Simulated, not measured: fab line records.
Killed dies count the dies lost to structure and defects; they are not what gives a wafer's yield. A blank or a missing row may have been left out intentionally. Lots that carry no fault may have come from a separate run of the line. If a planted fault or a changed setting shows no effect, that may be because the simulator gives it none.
Which of the tools did it?    flow sky130    13 lots, 39 wafers sampled, at 5 steps of a route of 708

## WHAT THE GAUGES SHOWED, per wafer
SKY_SPACER_THK_MEAS_01. Usual: SPACER_CVD_00_THK gives 43.0 nm (standard deviation 0.42).
lot   measured      on            SPACER_CVD_00_THK (nm)  flag
L501  day 23 08:25  filmMetro-01  43.1 42.9 43.0          
L503  day 23 20:51  filmMetro-04  42.8 43.1 42.9          
L504  day 23 22:07  filmMetro-03  43.5 43.5 43.4          
L505  day 24 01:37  filmMetro-04  44.0 43.5 43.6          
L506  day 24 18:52  filmMetro-04  43.6 43.5 43.4          
L507  day 25 01:01  filmMetro-01  42.7 42.4 42.6          
L508  day 25 12:01  filmMetro-01  43.8 43.6 43.9          
L509  day 26 00:09  filmMetro-01  43.4 43.5 43.2          
L510  day 26 03:13  filmMetro-04  43.3 42.9 42.9          
L514  day 27 07:11  filmMetro-01  42.6 43.0 42.5          
L522  day 31 00:40  filmMetro-04  42.4 42.8 42.9          
L524  day 31 01:53  filmMetro-04  42.4 42.0 42.4          
L523  day 31 11:50  filmMetro-04  43.0 43.1 43.2          

SKY_SD_N_CD_MEAS_07: target cd 380 nm. Usual: cdNm 379.8 nm, standard deviation 2.6.
lot   measured      on        cdNm (nm)          flag
L501  day 28 04:56  cdSem-01  375.4 374.1 374.1  
L503  day 28 12:47  cdSem-01  381.7 380.6 379.8  
L504  day 29 02:17  cdSem-02  372.5 374.1 372.7  
L505  day 29 04:31  cdSem-01  382.5 383.6 383.1  
L506  day 29 09:59  cdSem-02  377.5 376.3 377.6  
L507  day 29 16:52  cdSem-02  381.6 384.2 381.8  
L508  day 30 02:13  cdSem-01  384.3 382.7 383.5  
L509  day 30 14:40  cdSem-02  380.5 381.9 381.4  
L510  day 30 17:24  cdSem-01  378.2 376.9 380.1  
L514  day 31 23:34  cdSem-02  - - -              OFF
L522  day 35 10:46  cdSem-01  379.7 380.3 382.0  
L524  day 35 11:44  cdSem-01  380.8 383.1 382.5  
L523  day 35 19:55  cdSem-01  380.9 378.6 380.2  

SKY_SD_N_TW_MEAS_12. Usual: SD_N_TW gives 3971 (standard deviation 36).
lot   measured      on            SD_N_TW         flag
L501  day 28 05:35  filmMetro-04  3978 3984 3972  
L503  day 28 13:20  filmMetro-01  3983 3960 3980  
L504  day 29 02:50  filmMetro-04  3998 4006 4021  
L505  day 29 05:04  filmMetro-01  3952 3944 3950  
L506  day 29 10:32  filmMetro-01  3965 3979 3967  
L507  day 29 17:24  filmMetro-04  4000 4008 4024  
L508  day 30 02:46  filmMetro-01  4012 4002 4008  
L509  day 30 15:13  filmMetro-02  3900 3909 3928  
L510  day 30 17:56  filmMetro-01  3974 3990 3970  
L514  day 32 00:05  filmMetro-02  30 30 29        OFF
L522  day 35 11:19  filmMetro-04  3985 3989 3992  
L524  day 35 12:17  filmMetro-02  3944 3964 3949  
L523  day 35 20:27  filmMetro-02  3949 3946 3933  

## EACH LOT AND THE TOOL THAT RAN IT (in order: tool; ch and the chambers of the sampled wafers; start)
lot   SKY_SPACER_ETCHBACK_02             SKY_SD_N_EXPOSE_04
L501  rieDiel-04 ch 0,3, day 23 08:26    ilineStepper-02 ch 0, day 27 13:40
L503  rieDiel-04 ch 1,3, day 23 20:53    ilineStepper-01 ch 0, day 28 01:32
L504  rieDiel-03 ch 1,2,3, day 23 22:11  ilineStepper-01 ch 0, day 28 10:49
L505  rieDiel-02 ch 0,1,3, day 24 01:41  ilineStepper-01 ch 0, day 28 12:55
L506  rieDiel-03 ch 2,3, day 24 18:55    ilineStepper-01 ch 0, day 28 18:41
L507  rieDiel-04 ch 0,1,3, day 25 01:04  ilineStepper-02 ch 0, day 29 04:23
L508  rieDiel-02 ch 0,2, day 25 12:05    ilineStepper-02 ch 0, day 29 12:41
L509  rieDiel-03 ch 1,3, day 26 00:13    ilineStepper-02 ch 0, day 29 23:39
L510  rieDiel-02 ch 0,1,2, day 26 03:16  ilineStepper-01 ch 0, day 30 03:29
L514  rieDiel-03 ch 0,1,2, day 27 07:13  ilineStepper-01 ch 0, day 31 10:28
L522  rieDiel-02 ch 1,2, day 31 00:44    ilineStepper-02 ch 0, day 34 21:48
L524  rieDiel-04 ch 1,2,3, day 31 01:56  ilineStepper-01 ch 0, day 34 23:07
L523  rieDiel-03 ch 0,1,3, day 31 11:53  ilineStepper-01 ch 0, day 35 08:47
- SKY_SPACER_ETCHBACK_02: etches Si3N4 in CH3F/O2, stops on SiO2, time 46.7 s, target depth 45 nm.
- SKY_SD_N_EXPOSE_04: exposes mask NSDM, target cd 380 nm.

## AS READ BY THE TOOLS THEMSELVES (means over the sampled wafers that have a number; for cases with no such wafer, the mark the record gives instead)
SKY_SPACER_ETCHBACK_02. Usual: O2_flow_sccm 30.00 sccm, standard deviation 0.085; drypumpMotorCurrentA 5.8 A, standard deviation 0.41; oesProductAu 0.854 a.u., standard deviation 0.0063; throttleValvePct 10.562 %, standard deviation 0.0096.
lot   tool        O2_flow_sccm (sccm)  drypumpMotorCurrentA (A)  oesProductAu (a.u.)  throttleValvePct (%)  flag
L501  rieDiel-04  30.08                5.8                       0.857                10.558                
L503  rieDiel-04  29.95                5.9                       0.852                10.565                
L504  rieDiel-03  29.98                5.4                       0.857                10.563                
L505  rieDiel-02  30.00                6.2                       0.865                10.554                
L506  rieDiel-03  30.09                5.3                       0.855                10.567                
L507  rieDiel-04  29.94                6.1                       0.852                10.559                
L508  rieDiel-02  30.04                6.1                       0.862                10.557                
L509  rieDiel-03  29.94                5.6                       0.857                10.558                
L510  rieDiel-02  29.98                6.0                       0.854                10.561                
L514  rieDiel-03  30.04                5.4                       0.850                10.566                
L522  rieDiel-02  30.02                5.8                       0.850                10.558                
L524  rieDiel-04  29.90                5.9                       0.846                10.562                
L523  rieDiel-03  29.96                5.6                       0.855                10.570                

SKY_SD_N_EXPOSE_04. Usual: focusOffsetNm 0.0 nm, standard deviation 0.53; reticleTempC 22.99 C, standard deviation 0.11.
lot   tool             focusOffsetNm (nm)  reticleTempC (C)  flag
L501  ilineStepper-02  -0.8                22.87             
L503  ilineStepper-01  0.0                 23.16             
L504  ilineStepper-01  -0.5                23.13             
L505  ilineStepper-01  -0.3                22.81             
L506  ilineStepper-01  -0.2                23.08             
L507  ilineStepper-02  -0.3                22.95             
L508  ilineStepper-02  0.1                 22.94             
L509  ilineStepper-02  -0.2                23.03             
L510  ilineStepper-01  0.3                 22.94             
L514  ilineStepper-01  0.0                 22.98             
L522  ilineStepper-02  -0.4                22.94             
L524  ilineStepper-01  -0.2                23.02             
L523  ilineStepper-01  -0.1                23.02             

## THE ANSWER, worked out from the rows above alone
Rule: a lot counts as off when the mean over its wafers that have a number is more than 3 standard deviations away from the usual mean. Also off: a lot with no number at a reading for which 4 or more lots have one. All remaining lots with rows at the step are treated as sound. First the gauges in route order, then the tools' own readings, where a lot's mean is used as printed above. At the first step where some lot is off, the reading lying furthest off is the one used; lots without a number count as furthest.
Off, at SKY_SD_N_CD_MEAS_07 on cdNm: L514. Without a number there: L514.
A tool fits if, at a process step before that reading, it ran every lot that is off, and no sound lot after the first of them. Not tried: the gauges at SKY_SD_N_CD_MEAS_07; whatever is off there is also off at SKY_SD_N_TW_MEAS_12, on other tools, and gauge error can't account for it. Not one of the candidates tried fits.

## WHAT THE SIMULATOR HAD PUT IN
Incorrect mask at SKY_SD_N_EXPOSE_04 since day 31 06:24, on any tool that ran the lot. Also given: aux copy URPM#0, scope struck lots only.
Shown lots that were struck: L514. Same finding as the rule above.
